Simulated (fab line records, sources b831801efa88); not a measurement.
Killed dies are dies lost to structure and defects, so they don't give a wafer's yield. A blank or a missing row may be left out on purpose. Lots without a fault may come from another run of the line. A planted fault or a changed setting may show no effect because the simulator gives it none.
One fault seen from 2 desks | flow gf180mcu | each desk has only its own numbers; what lay behind them comes last

THE METROLOGY DESK
What the gauges read, lot by lot, whatever tool the lot ran on: means of the sampled wafers that have a number. A lot is out of limits, marked OUT, if its mean lies more than 4 standard deviations from the usual mean; the brackets give that distance.
Columns: A = cd_nm at GF_NSD_CD_MEAS_07, usual 400.1 nm; B = NSD_TW at GF_NSD_TW_MEAS_12, usual 4187; C = cd_nm at GF_SAB_CD_MEAS_09, usual 419.3 nm; D = SAB_OVL at GF_SAB_OVL_MEAS_10, usual 0.3 nm
lot  | first seen here | A     | B    | C                | D
L517 | day 13 23:08    | 398.8 | 4200 | 420.3            | 1.1
L519 | day 14 05:05    | 396.4 | 4182 | 416.8            | 0.2
L520 | day 14 13:23    | 401.4 | 4134 | 421.5            | -0.1
L522 | day 15 00:39    | 402.8 | 4196 | 417.0            | -0.7
L523 | day 15 06:08    | 402.3 | 4123 | 416.7            | -1.2
L524 | day 15 16:24    | 400.5 | 4195 | 416.5            | 2.0
L527 | day 16 15:01    | 399.4 | 4183 | 420.5            | 1.3
L528 | day 16 23:29    | 398.0 | 4207 | 438.6 (+9.2) OUT | 0.7
L529 | day 16 23:30    | 400.5 | 4115 | 441.1 (+10) OUT  | 0.8
L530 | day 17 23:51    | 403.3 | 4200 | 432.3 (+6.2) OUT | -0.3
L532 | day 18 14:49    | 399.0 | 4218 | 419.3            | 1.3
L535 | day 20 08:56    | 399.3 | 4196 | 429.1 (+4.7) OUT | -0.8
L538 | day 20 23:22    | 403.1 | 4184 | 420.5            | -0.0
L540 | day 21 19:54    | 400.0 | 4209 | 417.1            | 0.4
This desk's finding: out of limits on L528, L529, L530, L535; first on L528, day 18 22:23 (cd_nm at GF_SAB_CD_MEAS_09). In limits: L517, L519, L520, L522, L523, L524, L527, L532, L538, L540.

THE TOOL OWNER'S DESK: iline_stepper-01
The tool's own readings at GF_SAB_EXPOSE_06 (exposes mask SAB, target cd 420 nm): means of the sampled wafers that have a number, for each lot that ran on this tool. A lot is out of limits, marked OUT, if its mean lies more than 4 standard deviations from the usual mean; the brackets give that distance.
Columns: A = exposure_dose_mJ_cm2 at GF_SAB_EXPOSE_06, usual 139.90
lot  | first seen here | A
L517 | day 15 06:34    | 139.99
L519 | day 15 14:07    | 139.98
L522 | day 16 10:12    | 139.72
L523 | day 16 16:02    | 139.74
L524 | day 17 02:45    | 139.68
L527 | day 18 02:25    | 139.84
L528 | day 18 10:41    | 129.98 (-76) OUT
L529 | day 18 10:47    | 129.85 (-77) OUT
L530 | day 19 12:00    | 133.48 (-49) OUT
L535 | day 21 22:30    | 134.76 (-40) OUT
This desk's finding: out of limits on L528, L529, L530, L535; first on L528, day 18 10:41 (exposure_dose_mJ_cm2 at GF_SAB_EXPOSE_06). In limits: L517, L519, L522, L523, L524, L527.

PUT TOGETHER
The tool owner's desk could have raised an alarm at day 18 10:41, on L528, L529, L530, L535.
The metrology desk could have raised an alarm at day 18 22:23, on L528, L529, L530, L535.
Of the lots named, all ran GF_SAB_EXPOSE_06 on iline_stepper-01.

WHAT THE SIMULATOR HAD PUT IN
Process parameter drift: iline_stepper-01, from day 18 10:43 on, at GF_SAB_EXPOSE_06. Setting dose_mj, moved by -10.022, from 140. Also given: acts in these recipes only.
Lots struck among those shown: L528, L529, L530, L535.
